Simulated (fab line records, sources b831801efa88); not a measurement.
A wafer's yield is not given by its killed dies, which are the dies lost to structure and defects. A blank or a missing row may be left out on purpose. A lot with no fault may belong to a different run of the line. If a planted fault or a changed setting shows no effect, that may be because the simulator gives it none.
What tool caused it? ; flow gf180mcu ; Sampling: 6 lots, 18 wafers, 2 of 602 route steps

WHAT THE GAUGES SHOWED, per wafer
GF_V4_THK_MEAS_25: measures by xrf.
lot;measured;on;V4_W_THK (nm)
L247;day 25 16:59;film_metro-02;361 354 354
L249;day 26 03:47;film_metro-04;350 352 352
L252;day 27 05:43;film_metro-04;344 346 344
L255;day 28 07:31;film_metro-01;362 353 356
L258;day 28 23:55;film_metro-02;356 359 360
L261;day 29 21:44;film_metro-02;349 350 347

EACH LOT AND THE TOOL THAT RAN IT (in order: tool; ch and the chambers of the sampled wafers; start)
lot;GF_SALICIDE_SPUTTER_03
L247;pvd_sputter-04, day 16 07:56
L249;pvd_sputter-04, day 16 23:04
L252;pvd_sputter-02, day 18 01:14
L255;pvd_sputter-02, day 19 06:52
L258;pvd_sputter-04, day 20 05:58
L261;pvd_sputter-03, day 21 08:17
- GF_SALICIDE_SPUTTER_03: material TiN, target thk 20 nm, time 16.7 s.

THE ANSWER, worked out from the rows above alone
Rule: usual is defined by the lots themselves. Put in order of their means at a reading, lots are off if they are a third of the lots or fewer, leave a main group of 4 or more, and stand apart from it by a gap of 3 or more times the standard deviation of the main group's means; of several such gaps the widest counts. A main group whose means are all the same, to the digits that the tables above print for the reading, isn't used. Also off: a lot with no number at a reading for which 4 or more lots have one. All remaining lots with rows at the step are treated as sound.
Across all readings shown, no lot is off: no conclusion can be drawn from this.

WHAT THE SIMULATOR PUT IN
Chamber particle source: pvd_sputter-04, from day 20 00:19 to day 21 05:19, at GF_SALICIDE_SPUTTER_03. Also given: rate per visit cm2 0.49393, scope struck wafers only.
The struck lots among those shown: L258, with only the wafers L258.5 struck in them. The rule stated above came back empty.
